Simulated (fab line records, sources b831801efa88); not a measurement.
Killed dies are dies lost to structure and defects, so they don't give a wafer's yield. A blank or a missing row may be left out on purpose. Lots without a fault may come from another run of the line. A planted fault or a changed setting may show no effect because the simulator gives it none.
Chamber matching | flow gf180mcu | GF_CONTACT_CMP_04 on cmp-01: 4 sister chambers
The step polishes SiO2. 4 wafers are shown with their chamber, then 8 later ones without.

WAFERS WITH THEIR CHAMBER
wafer  | chamber | motor_current_A (A)
L637.2 | 2       | 12.1
L654.4 | 1       | 11.6
L654.5 | 3       | 10.4
L656.2 | 0       | 12.5

WAFERS WITHOUT THEIR CHAMBER
wafer  | motor_current_A (A)
L656.4 | 10.0
L656.5 | 10.8
L659.1 | 11.3
L659.4 | 12.7
L659.6 | 12.1
L660.4 | 11.9
L660.5 | 11.7
L660.6 | 11.2

WHICH CHAMBER EACH WENT THROUGH
wafer  | from the rows above          | in truth
L656.4 | 3                            | 3
L656.5 | can't be placed: 3 or 1      | 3
L659.1 | can't be placed: 1 or 2      | 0
L659.4 | can't be placed: 0 or 2      | 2
L659.6 | can't be placed: 2 or 0 or 1 | 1
L660.4 | can't be placed: 2 or 1 or 0 | 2
L660.5 | can't be placed: 1 or 2      | 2
L660.6 | can't be placed: 1 or 3 or 2 | 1
Placed correctly: 1 of 8. Can't be placed from these rows: 7 (the true chamber is among the candidates in 6). Placed wrongly: 0.
How it was worked out, from the rows above alone: a wafer's distance from a chamber is the root of the sum, over the readings, of the square of ((its reading less the chamber's mean) divided by the reading's scatter). The wafer belongs to the nearest chamber; if the next one is less than 2 further off, it can't be placed. A chamber's mean is the mean of its shown wafers. The scatter: with one shown wafer a chamber, the root of the mean of the squares of how far each hidden wafer lies from its nearest shown one.
